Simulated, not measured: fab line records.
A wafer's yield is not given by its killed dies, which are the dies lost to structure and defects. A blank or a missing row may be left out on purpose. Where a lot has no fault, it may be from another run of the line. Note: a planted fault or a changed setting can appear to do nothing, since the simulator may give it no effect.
fab line records + flow sky130
record
- lots=7
- wafers=19
- last-day=50
route steps=708 shown VIA1@482 METAL2@483 PAD_OPEN@708
lots untouched by any fault: they come from a run of this same line in which no faults occurred
start-h: hours from the record's opening day to when the first of the lot's shown wafers began + wait-h: time in hours since the lot's previous step + " repeats the value in the row above + L1.1+2: a row that stands for several wafers + - no value, or no start given + * or withheld: withheld + < > ~ a bound
route shown NAME@n: NAME is a module with steps in the file, n the number in the route of the first one + usual: mean/standard deviation taken from wafers without a fault + same: alike in all rows + chamber/n: place in a boat + sites: per-site readings + _std_site: standard deviation across them + _edge_site: the outer-site mean with the inner-site mean subtracted + radius-mm: for every site, how far away it sits from the centre of the wafer + mask NAME#n: copy n + behind: the last tool/chamber to shape the wafer + hold: cause of the lot's hold/its duration in hours/its outcome + device: the transistor (n, p or np) that didn't switch + end of line: at the end of the route, the tests of the same wafers + a step given without rows: its recipe and nothing more + killed: dies lost to structure and defects at the first sort, not the wafer's yield + map: shows each die of a wafer: x if killed, . if not, _ if none is there
set.NAME: the setting that was run; set.NAME@STEP: the one run at that earlier step + model.NAME: the simulator's own value behind a step, which no gauge read
lots at some steps of the route; a table a step, a row a wafer
services: from which hour (start-h, from the record's first day; less than 0 if before it) a tool's chamber was out of use, for how many hours, and why
## steps
# step SKY_VIA1_CMP_24
# recipe
- stop-on=SiO2
- t-overpolish-s=15
- down-force-psi=3.5
- platen-rpm=60
- target-thk-nm=0
- pad-velocity-m-s=0.94248
# usual
- edge-zone-pressure-frac=0.999/0.0047
- motor-current-A=10.7/1
- overpolish-run-s=15.000/0.0078
- slurry-filter-dp-kPa=13.51/0.13
- slurry-flow-ml-min=150.0/0.44
- time-to-endpoint-s=64.3/2.5
| lot.wafer | tool   | chamber | start-h | wait-h | edge-zone-pressure-frac | motor-current-A | overpolish-run-s | slurry-filter-dp-kPa | slurry-flow-ml-min | time-to-endpoint-s |
|-----------|--------|---------|---------|--------|-------------------------|-----------------|------------------|----------------------|--------------------|--------------------|
| L540.4    | cmp-01 | 2       | 828.75  | 0.1    | 1.003                   | 9.8             | 15.016           | 13.54                | 149.9              | 64.1               |
| L540.2    | "      | 3       | "       | "      | 1.007                   | 10.5            | 15.001           | 13.44                | 150.8              | 64.3               |
| L540.5    | "      | 1       | "       | "      | 1.008                   | 10.5            | 14.992           | 13.78                | 149.7              | 65.2               |
| L539.1    | cmp-01 | 3       | 829.52  | 0.2    | 0.998                   | 10.3            | 15.001           | 13.54                | 151.1              | 67.8               |
| L539.2    | "      | 0       | "       | "      | 1.002                   | 12.2            | 15.003           | 13.51                | 150.4              | 66.9               |
| L542.1    | cmp-01 | 0       | 831.70  | 0.1    | 0.998                   | 12.1            | 15.004           | 13.47                | 149.9              | 61.5               |
| L542.2    | "      | 2       | "       | "      | 0.995                   | 9.4             | 15.004           | 13.59                | 150.3              | 64.4               |
| L542.6    | "      | 1       | "       | "      | 1.005                   | 10.2            | 15.009           | 13.54                | 151.1              | 63.8               |
| L543.1    | cmp-02 | 1       | 852.95  | 1.6    | 1.002                   | 13.1            | 14.997           | 13.40                | 149.8              | 63.3               |
| L543.6    | "      | 2       | "       | "      | 1.004                   | 10.9            | 14.995           | 13.38                | 150.0              | 64.9               |
| L554.3    | cmp-02 | 0       | 925.28  | 0.0    | 1.001                   | 11.2            | 15.001           | 13.45                | 150.0              | 64.0               |
| L554.1    | "      | 3       | "       | "      | 0.991                   | 10.8            | 14.984           | 13.38                | 150.6              | 59.2               |
| L554.5    | "      | 1       | "       | "      | 1.006                   | 12.8            | 15.018           | 13.45                | 150.4              | 62.5               |
| L558.4    | cmp-02 | 1       | 946.57  | 0.1    | 1.004                   | 13.1            | 14.987           | 13.50                | 149.8              | 59.7               |
| L558.2    | "      | 3       | "       | "      | 1.005                   | 10.2            | 14.992           | 13.34                | 150.0              | 61.3               |
| L558.6    | "      | 0       | "       | "      | 0.998                   | 10.6            | 15.002           | 13.49                | 150.6              | 61.3               |
| L559.4    | cmp-02 | 2       | 952.55  | 0.1    | 0.994                   | 10.6            | 15.001           | 13.43                | 149.7              | 61.4               |
| L559.3    | "      | 0       | "       | "      | 1.001                   | 10.3            | 14.992           | 13.53                | 149.6              | 58.8               |
| L559.5    | "      | 2       | "       | "      | 0.991                   | 10.6            | 14.997           | 13.48                | 149.8              | 60.1               |
# step SKY_METAL2_SPUTTER_00
# recipe
- material=Ti
- target-thk-nm=15
- power-w=3000
- time-s=10
- chamber-pressure-pa=0.4
# usual
- throttle-valve-pct=29.9/1.1
| lot.wafer | tool           | chamber | start-h | wait-h | throttle-valve-pct |
|-----------|----------------|---------|---------|--------|--------------------|
| L540.2    | pvd-sputter-01 | -       | 829.00  | 0.1    | 29.8               |
| L540.4    | "              | -       | "       | "      | 30.6               |
| L540.5    | "              | -       | "       | "      | 29.6               |
| L539.1    | pvd-sputter-02 | -       | 829.77  | 0.2    | 30.2               |
| L539.2    | "              | -       | "       | "      | 31.1               |
| L542.1    | pvd-sputter-04 | -       | 832.00  | 0.2    | 32.8               |
| L542.2    | "              | -       | "       | "      | 28.8               |
| L542.6    | "              | -       | "       | "      | 30.3               |
| L543.1    | pvd-sputter-01 | -       | 853.10  | 0.1    | 29.4               |
| L543.6    | "              | -       | "       | "      | 29.6               |
| L554.1    | pvd-sputter-04 | -       | 925.58  | 0.1    | 30.2               |
| L554.3    | "              | -       | "       | "      | 32.6               |
| L554.5    | "              | -       | "       | "      | 30.2               |
| L558.2    | pvd-sputter-04 | -       | 946.82  | 0.1    | 28.2               |
| L558.4    | "              | -       | "       | "      | 29.2               |
| L558.6    | "              | -       | "       | "      | 30.0               |
| L559.3    | pvd-sputter-01 | -       | 952.80  | 0.1    | 28.7               |
| L559.4    | "              | -       | "       | "      | 30.6               |
| L559.5    | "              | -       | "       | "      | 30.5               |
# step SKY_METAL2_SPUTTER_01
# recipe
- material=TiN
- target-thk-nm=20
- power-w=6500
- time-s=16.7
- chamber-pressure-pa=0.4
# usual
- throttle-valve-pct=29.9/1.1
| lot.wafer | tool           | chamber | start-h | wait-h | throttle-valve-pct |
|-----------|----------------|---------|---------|--------|--------------------|
| L540.2    | pvd-sputter-01 | -       | 829.03  | 0.0    | 29.7               |
| L540.4    | "              | -       | "       | "      | 30.5               |
| L540.5    | "              | -       | "       | "      | 29.2               |
| L539.1    | pvd-sputter-02 | -       | 829.80  | 0.0    | 29.9               |
| L539.2    | "              | -       | "       | "      | 30.5               |
| L542.1    | pvd-sputter-04 | -       | 832.03  | 0.0    | 32.6               |
| L542.2    | "              | -       | "       | "      | 29.1               |
| L542.6    | "              | -       | "       | "      | 30.4               |
| L543.1    | pvd-sputter-01 | -       | 853.12  | 0.0    | 29.7               |
| L543.6    | "              | -       | "       | "      | 29.5               |
| L554.1    | pvd-sputter-04 | -       | 925.60  | 0.0    | 30.2               |
| L554.3    | "              | -       | "       | "      | 32.4               |
| L554.5    | "              | -       | "       | "      | 30.3               |
| L558.2    | pvd-sputter-04 | -       | 946.84  | 0.0    | 28.3               |
| L558.4    | "              | -       | "       | "      | 29.0               |
| L558.6    | "              | -       | "       | "      | 30.3               |
| L559.3    | pvd-sputter-01 | -       | 952.82  | 0.0    | 29.0               |
| L559.4    | "              | -       | "       | "      | 30.2               |
| L559.5    | "              | -       | "       | "      | 30.8               |
# step SKY_METAL2_SPUTTER_02
# recipe
- material=AlCu
- target-thk-nm=250
- power-w=10600
- time-s=13.3
- chamber-pressure-pa=0.4
# step SKY_METAL2_SPUTTER_03
# recipe
- material=Ti
- target-thk-nm=5
- power-w=3000
- time-s=3.3
- chamber-pressure-pa=0.4
# usual
- throttle-valve-pct=29.9/1.1
| lot.wafer | tool           | chamber | start-h | wait-h | throttle-valve-pct |
|-----------|----------------|---------|---------|--------|--------------------|
| L540.2    | pvd-sputter-01 | -       | 829.08  | 0.0    | 29.9               |
| L540.4    | "              | -       | "       | "      | 30.7               |
| L540.5    | "              | -       | "       | "      | 29.5               |
| L539.1    | pvd-sputter-02 | -       | 829.85  | 0.0    | 30.2               |
| L539.2    | "              | -       | "       | "      | 30.6               |
| L542.1    | pvd-sputter-04 | -       | 832.08  | 0.0    | 32.3               |
| L542.2    | "              | -       | "       | "      | 29.0               |
| L542.6    | "              | -       | "       | "      | 30.3               |
| L543.1    | pvd-sputter-01 | -       | 853.17  | 0.0    | 29.5               |
| L543.6    | "              | -       | "       | "      | 29.5               |
| L554.1    | pvd-sputter-04 | -       | 925.65  | 0.0    | 30.5               |
| L554.3    | "              | -       | "       | "      | 32.7               |
| L554.5    | "              | -       | "       | "      | 30.1               |
| L558.2    | pvd-sputter-04 | -       | 946.89  | 0.0    | 28.2               |
| L558.4    | "              | -       | "       | "      | 29.3               |
| L558.6    | "              | -       | "       | "      | 30.1               |
| L559.3    | pvd-sputter-01 | -       | 952.88  | 0.0    | 28.8               |
| L559.4    | "              | -       | "       | "      | 30.7               |
| L559.5    | "              | -       | "       | "      | 30.7               |
# step SKY_METAL2_SPUTTER_04
# recipe
- material=TiN
- target-thk-nm=70
- power-w=6500
- time-s=58.3
- chamber-pressure-pa=0.4
# usual
- throttle-valve-pct=29.9/1.1
| lot.wafer | tool           | chamber | start-h | wait-h | throttle-valve-pct |
|-----------|----------------|---------|---------|--------|--------------------|
| L540.2    | pvd-sputter-01 | -       | 829.09  | 0.0    | 29.8               |
| L540.4    | "              | -       | "       | "      | 30.7               |
| L540.5    | "              | -       | "       | "      | 29.5               |
| L539.1    | pvd-sputter-02 | -       | 829.86  | 0.0    | 30.2               |
| L539.2    | "              | -       | "       | "      | 30.8               |
| L542.1    | pvd-sputter-04 | -       | 832.09  | 0.0    | 32.5               |
| L542.2    | "              | -       | "       | "      | 28.7               |
| L542.6    | "              | -       | "       | "      | 30.0               |
| L543.1    | pvd-sputter-01 | -       | 853.19  | 0.0    | 29.7               |
| L543.6    | "              | -       | "       | "      | 29.7               |
| L554.1    | pvd-sputter-04 | -       | 925.67  | 0.0    | 30.1               |
| L554.3    | "              | -       | "       | "      | 32.5               |
| L554.5    | "              | -       | "       | "      | 30.0               |
| L558.2    | pvd-sputter-04 | -       | 946.91  | 0.0    | 28.1               |
| L558.4    | "              | -       | "       | "      | 29.3               |
| L558.6    | "              | -       | "       | "      | 30.0               |
| L559.3    | pvd-sputter-01 | -       | 952.90  | 0.0    | 28.7               |
| L559.4    | "              | -       | "       | "      | 30.8               |
| L559.5    | "              | -       | "       | "      | 30.5               |
# step SKY_METAL2_RS_MEAS_05
# recipe
- thk-meas-gauge=four-point-probe
- reads=TiN_of_METAL2_SPUTTER_04+Ti_of_METAL2_SPUTTER_03+AlCu_of_METAL2_SPUTTER_02+TiN_of_METAL2_SPUTTER_01+Ti_of_METAL2_SPUTTER_00
# usual
- METAL2_ALCU_RS=0.1272/0.0011
| lot.wafer | tool          | chamber | start-h | wait-h | METAL2_ALCU_RS[ohm/sq] |
|-----------|---------------|---------|---------|--------|------------------------|
| L540.2    | film-metro-01 | -       | 829.16  | 0.0    | 0.1276                 |
| L540.4    | "             | -       | "       | "      | 0.1278                 |
| L540.5    | "             | -       | "       | "      | 0.1274                 |
| L539.1    | film-metro-03 | -       | 829.91  | 0.0    | 0.1263                 |
| L539.2    | "             | -       | "       | "      | 0.1271                 |
| L542.1    | film-metro-03 | -       | 832.14  | 0.0    | 0.1252                 |
| L542.2    | "             | -       | "       | "      | 0.1268                 |
| L542.6    | "             | -       | "       | "      | 0.1278                 |
| L543.1    | film-metro-01 | -       | 853.24  | 0.0    | 0.1264                 |
| L543.6    | "             | -       | "       | "      | 0.1269                 |
| L554.1    | film-metro-03 | -       | 925.72  | 0.0    | 0.1263                 |
| L554.3    | "             | -       | "       | "      | 0.1258                 |
| L554.5    | "             | -       | "       | "      | 0.1270                 |
| L558.2    | film-metro-02 | -       | 946.98  | 0.0    | 0.1258                 |
| L558.4    | "             | -       | "       | "      | 0.1251                 |
| L558.6    | "             | -       | "       | "      | 0.1254                 |
| L559.3    | film-metro-01 | -       | 952.99  | 0.1    | 0.1293                 |
| L559.4    | "             | -       | "       | "      | 0.1279                 |
| L559.5    | "             | -       | "       | "      | 0.1286                 |
# step SKY_METAL2_THK_MEAS_06
# recipe
- thk-meas-gauge=xrf
- reads=AlCu_of_METAL2_SPUTTER_02
# usual
- METAL2_ALCU_THK=250.9/2.2
| lot.wafer | tool          | chamber | start-h | wait-h | METAL2_ALCU_THK[nm] |
|-----------|---------------|---------|---------|--------|---------------------|
| L540.2    | film-metro-01 | -       | 829.27  | 0.1    | 255.0               |
| L540.4    | "             | -       | "       | "      | 251.0               |
| L540.5    | "             | -       | "       | "      | 251.6               |
| L539.1    | film-metro-03 | -       | 830.03  | 0.1    | 252.1               |
| L539.2    | "             | -       | "       | "      | 249.8               |
| L542.1    | film-metro-03 | -       | 832.26  | 0.1    | 252.6               |
| L542.2    | "             | -       | "       | "      | 249.6               |
| L542.6    | "             | -       | "       | "      | 251.7               |
| L543.1    | film-metro-01 | -       | 853.36  | 0.1    | 253.6               |
| L543.6    | "             | -       | "       | "      | 254.0               |
| L554.1    | film-metro-03 | -       | 925.84  | 0.1    | 253.9               |
| L554.3    | "             | -       | "       | "      | 254.3               |
| L554.5    | "             | -       | "       | "      | 252.2               |
| L558.2    | film-metro-02 | -       | 947.09  | 0.1    | 253.1               |
| L558.4    | "             | -       | "       | "      | 253.9               |
| L558.6    | "             | -       | "       | "      | 252.5               |
| L559.3    | film-metro-01 | -       | 953.09  | 0.1    | 247.7               |
| L559.4    | "             | -       | "       | "      | 252.0               |
| L559.5    | "             | -       | "       | "      | 250.3               |
# step SKY_METAL2_DEHYDRATE_07
# recipe
- temp-c=200
- time-s=60
# step SKY_METAL2_HMDS_08
# recipe
- prime-time-s=60
- prime-temp-c=120
# step SKY_METAL2_COAT_09
# recipe
- resist=BARC
- temp-c=withheld
- time-s=withheld
- spin-rpm=3000
- resist-thk-nm=60
# step SKY_METAL2_COAT_10
# recipe
- resist=KrF-thick
- spin-rpm=3000
- resist-thk-nm=450
# step SKY_METAL2_SOFTBAKE_11
# recipe
- temp-c=100
- time-s=90
- resist=KrF-thick
# usual
- run-length-s=119.01/0.26
| lot.wafer | tool           | chamber | start-h | wait-h | run-length-s |
|-----------|----------------|---------|---------|--------|--------------|
| L540.2    | litho-track-01 | 0       | 842     | -      | 118.71       |
| L540.4    | "              | 0       | "       | "      | 118.66       |
| L540.5    | "              | 0       | "       | "      | 118.76       |
| L539.1    | litho-track-01 | 0       | 843     | -      | 122.93       |
| L539.2    | "              | 0       | "       | "      | 118.83       |
| L542.1    | litho-track-01 | 0       | 845     | -      | 122.99       |
| L542.2    | "              | 0       | "       | "      | 118.68       |
| L542.6    | "              | 0       | "       | "      | 118.66       |
| L543.1    | litho-track-01 | 0       | 866     | -      | 123.06       |
| L543.6    | "              | 0       | "       | "      | 118.82       |
| L554.1    | litho-track-01 | 0       | 937     | -      | 118.68       |
| L554.3    | "              | 0       | "       | "      | 118.66       |
| L554.5    | "              | 0       | "       | "      | 118.64       |
| L558.2    | litho-track-03 | 0       | 959     | -      | 119.18       |
| L558.4    | "              | 0       | "       | "      | 119.05       |
| L558.6    | "              | 0       | "       | "      | 118.99       |
| L559.3    | litho-track-01 | 0       | 964     | -      | 118.96       |
| L559.4    | "              | 0       | "       | "      | 119.03       |
| L559.5    | "              | 0       | "       | "      | 118.69       |
# step SKY_METAL2_EXPOSE_12
# recipe
- mask-id=MM2
- na=0.8
- source-shape=annular
- sigma-inner=0.55
- sigma-outer=0.85
- target-cd-nm=140
- dose-mj=28
# step SKY_PAD_OPEN_PROBE_99
# usual
- defect-limited-yield=82.4/1.9
- killed_at_M0_to_M3=43/7.5
- killed_at_M4_up=3.3/1.9
- killed-at-contacts=24/4.6
- killed-at-front-end=16/4.9
- killed-at-other=0.2/0.46
- killed-dies=87/9.1
- killed-open=47/7.4
- killed-short=39/6.6
- sort_bin_3_pad_short=0.9/0.43
- sort_bin_5_function=10.3/1.4
- sort_bin_6_memory=6.4/1.1
- sort-n-pass=405/9.1
- sort-yield-pct=82.4/1.9
# same
- gross-dies=492
- killed-at-back-side=0
- sort_bin_4_leakage[%]=0
- sort_bin_8_speed[%]=0
| lot.wafer | tool      | chamber | start-h | wait-h | defect-limited-yield[%] | killed_at_M0_to_M3 | killed_at_M4_up | killed-at-contacts | killed-at-front-end | killed-at-other | killed-dies | killed-open | killed-short | sort_bin_3_pad_short[%] | sort_bin_5_function[%] | sort_bin_6_memory[%] | sort-n-pass | sort-yield-pct[%] |
|-----------|-----------|---------|---------|--------|-------------------------|--------------------|-----------------|--------------------|---------------------|-----------------|-------------|-------------|--------------|-------------------------|------------------------|----------------------|-------------|-------------------|
| L539.2    | prober-02 | -       | 1103.85 | 0.1    | 82.1                    | 56                 | 3               | 23                 | 6                   | 0               | 88          | 41          | 47           | 1.4                     | 10.2                   | 6.3                  | 404         | 82.1              |
| L540.2    | prober-01 | -       | 1103.85 | 0.1    | 83.7                    | 40                 | 4               | 25                 | 11                  | 0               | 80          | 51          | 28           | 0.6                     | 8.9                    | 6.7                  | 412         | 83.7              |
| L540.4    | prober-01 | -       | 1103.95 | 0.2    | 83.7                    | 41                 | 4               | 19                 | 16                  | 0               | 80          | 51          | 26           | 0.4                     | 9.6                    | 6.3                  | 412         | 83.7              |
| L540.5    | prober-01 | -       | 1104.00 | 0.2    | 83.5                    | 38                 | 7               | 20                 | 16                  | 0               | 81          | 43          | 38           | 0.8                     | 10.2                   | 5.5                  | 411         | 83.5              |
| L542.1    | prober-02 | -       | 1106.26 | 0.1    | 81.5                    | 31                 | 3               | 27                 | 30                  | 0               | 91          | 48          | 42           | 1.6                     | 10.2                   | 6.7                  | 401         | 81.5              |
| L542.2    | prober-02 | -       | 1106.31 | 0.1    | 81.1                    | 47                 | 1               | 30                 | 14                  | 1               | 93          | 51          | 40           | 1.8                     | 9.6                    | 7.5                  | 399         | 81.1              |
| L542.6    | prober-02 | -       | 1106.51 | 0.2    | 79.7                    | 62                 | 0               | 21                 | 17                  | 0               | 100         | 59          | 40           | 0.8                     | 11.4                   | 8.1                  | 392         | 79.7              |
| L543.6    | prober-01 | -       | 1121.30 | 0.2    | 81.1                    | 58                 | 0               | 17                 | 17                  | 1               | 93          | 58          | 35           | 0.8                     | 10.2                   | 7.9                  | 399         | 81.1              |
| L554.1    | prober-02 | -       | 1173.96 | 0.1    | 83.3                    | 36                 | 6               | 22                 | 18                  | 0               | 82          | 38          | 41           | 0.8                     | 8.9                    | 6.9                  | 410         | 83.3              |
| L554.3    | prober-02 | -       | 1174.06 | 0.2    | 86.8                    | 32                 | 5               | 16                 | 12                  | 0               | 65          | 38          | 25           | 0.4                     | 6.9                    | 5.9                  | 427         | 86.8              |
| L554.5    | prober-02 | -       | 1174.16 | 0.2    | 84.3                    | 35                 | 7               | 18                 | 17                  | 0               | 77          | 39          | 38           | 1.0                     | 9.3                    | 5.3                  | 415         | 84.3              |
| L558.2    | prober-02 | -       | 1189.43 | 0.1    | 81.9                    | 49                 | 4               | 24                 | 12                  | 0               | 89          | 46          | 43           | 1.6                     | 10.4                   | 6.1                  | 403         | 81.9              |
| L558.4    | prober-02 | -       | 1189.53 | 0.2    | 82.1                    | 43                 | 5               | 19                 | 21                  | 0               | 88          | 40          | 48           | 0.6                     | 11.6                   | 5.7                  | 404         | 82.1              |
| L558.6    | prober-02 | -       | 1189.63 | 0.2    | 81.3                    | 50                 | 3               | 18                 | 20                  | 1               | 92          | 45          | 47           | 0.4                     | 10.8                   | 7.5                  | 400         | 81.3              |
# killed by level:class
L539.2 VIA1:geometric-particle:open=12 VIA2:geometric-particle:open=10 VIA1:geometric-particle:short=8 METAL1:geometric-particle:short=7 CONTACT:geometric-particle:short=6 LI_CONTACT:geometric-particle:open=5 CONTACT:geometric-particle:open=5 METAL2:geometric-particle:short=5
L540.2 CONTACT:geometric-particle:open=11 VIA1:geometric-particle:open=9 VIA3:geometric-particle:open=8 VIA2:geometric-particle:open=7 CONTACT:geometric-particle:short=6 LI_CONTACT:geometric-particle:open=5 METAL1:geometric-particle:short=5 POLY_GATE:geometric-particle:open=4
L540.4 VIA1:geometric-particle:open=14 CONTACT:geometric-particle:open=12 VIA2:geometric-particle:open=5 METAL2:geometric-particle:short=4 VIA2:geometric-particle:short=4 VIA3:geometric-particle:open=4 FIELD_ISO:geometric-particle:open=3 POLY_GATE:geometric-particle:open=3
L540.5 CONTACT:geometric-particle:open=10 METAL2:geometric-particle:short=10 VIA3:geometric-particle:open=9 FIELD_ISO:geometric-particle:open=5 LI_CONTACT:geometric-particle:open=5 VIA1:geometric-particle:open=5 POLY_GATE:geometric-particle:open=4 VIA3:geometric-particle:short=4
L542.1 CONTACT:geometric-particle:open=14 FIELD_ISO:geometric-particle:short=11 FIELD_ISO:geometric-particle:open=7 VIA1:geometric-particle:open=7 METAL2:geometric-particle:short=6 VIA3:geometric-particle:open=5 POLY_GATE:geometric-particle:short=4 SPACER:geometric-particle:open=4
L542.2 CONTACT:geometric-particle:open=11 VIA2:geometric-particle:open=8 VIA3:geometric-particle:open=7 CONTACT:geometric-particle:short=6 METAL1:geometric-particle:short=6 FIELD_ISO:geometric-particle:open=5 LI_CONTACT:geometric-particle:open=5 METAL2:geometric-particle:short=5
L542.6 VIA1:geometric-particle:open=16 VIA2:geometric-particle:open=10 METAL2:geometric-particle:short=8 CONTACT:geometric-particle:open=7 LOCAL_INTERCONNECT:geometric-particle:short=6 METAL1:geometric-particle:short=6 VIA3:geometric-particle:open=6 FIELD_ISO:geometric-particle:short=5
L543.6 VIA1:geometric-particle:open=17 VIA3:geometric-particle:open=11 LI_CONTACT:geometric-particle:open=5 CONTACT:geometric-particle:open=5 VIA1:geometric-particle:short=5 FIELD_ISO:geometric-particle:open=4 POLY_GATE:geometric-particle:short=4 METAL1:geometric-particle:open=4
L554.1 POLY_GATE:geometric-particle:short=8 CONTACT:geometric-particle:open=8 VIA1:geometric-particle:open=6 LI_CONTACT:geometric-particle:open=6 METAL2:geometric-particle:short=5 VIA3:geometric-particle:open=5 METAL4:geometric-particle:short=5 VIA2:geometric-particle:short=4
L554.3 CONTACT:geometric-particle:open=9 VIA2:geometric-particle:open=5 LI_CONTACT:geometric-particle:open=5 VIA1:geometric-particle:open=5 VIA3:geometric-particle:open=5 METAL4:geometric-particle:short=5 VIA3:geometric-particle:short=4 FIELD_ISO:geometric-particle:open=3
L554.5 VIA1:geometric-particle:open=7 LI_CONTACT:geometric-particle:open=7 VIA3:geometric-particle:open=7 METAL4:geometric-particle:short=6 FIELD_ISO:geometric-particle:short=5 POLY_GATE:geometric-particle:short=5 CONTACT:geometric-particle:short=4 VIA2:geometric-particle:open=4
L558.2 VIA1:geometric-particle:open=12 LI_CONTACT:geometric-particle:open=8 VIA1:geometric-particle:short=7 METAL2:geometric-particle:short=7 VIA3:geometric-particle:open=6 CONTACT:geometric-particle:open=6 FIELD_ISO:geometric-particle:open=5 CONTACT:geometric-particle:short=5
L558.4 METAL1:geometric-particle:short=9 VIA1:geometric-particle:open=7 FIELD_ISO:geometric-particle:short=6 FIELD_ISO:geometric-particle:open=6 POLY_GATE:geometric-particle:short=6 CONTACT:geometric-particle:open=6 METAL2:geometric-particle:short=6 VIA3:geometric-particle:open=6
L558.6 VIA2:geometric-particle:open=9 VIA3:geometric-particle:open=8 METAL2:geometric-particle:short=7 VIA1:geometric-particle:short=7 FIELD_ISO:geometric-particle:short=5 CONTACT:geometric-particle:open=5 FIELD_ISO:geometric-particle:open=5 VIA1:geometric-particle:open=5
## services
| tool           | chamber | start-h | hours | kind                           |
|----------------|---------|---------|-------|--------------------------------|
| pvd-sputter-02 | -       | 825.14  | 1.9   | repair                         |
| cmp-02         | -       | 831.55  | 1.7   | repair                         |
| cmp-02         | -       | 847.95  | 4.2   | pm                             |
| cmp-01         | -       | 850.42  | 2.6   | repair                         |
| pvd-sputter-02 | -       | 858.25  | 2.8   | repair                         |
| pvd-sputter-02 | -       | 872.79  | 3.7   | repair                         |
| cmp-01         | -       | 907.23  | 0.8   | repair                         |
| cmp-01         | -       | 912.00  | 4.0   | pm                             |
| cmp-01         | -       | 916.00  | -     | consumable-replace:conditioner |
| cmp-01         | -       | 916.00  | -     | consumable-replace:pad         |
## key
first-sign
- step=SKY_METAL2_SOFTBAKE_11
- reading=run-length-s
- direction=up
- sigmas=15
- usual=*
- struck=*
effect none on later readings
met-at SKY_METAL2_SOFTBAKE_11
struck-wafers L539.1,L542.1,L543.1
onset-between 842 843
fault
- kind=process-parameter-drift
- tool=litho-track-01
- chamber=-
- onset-h=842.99
- steps=SKY_METAL2_SOFTBAKE_11
- channel=time-s
- offset=*
- shape=step
- end-h=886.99
- scope=struck-wafers-only
- acts-in=*
- stated=*
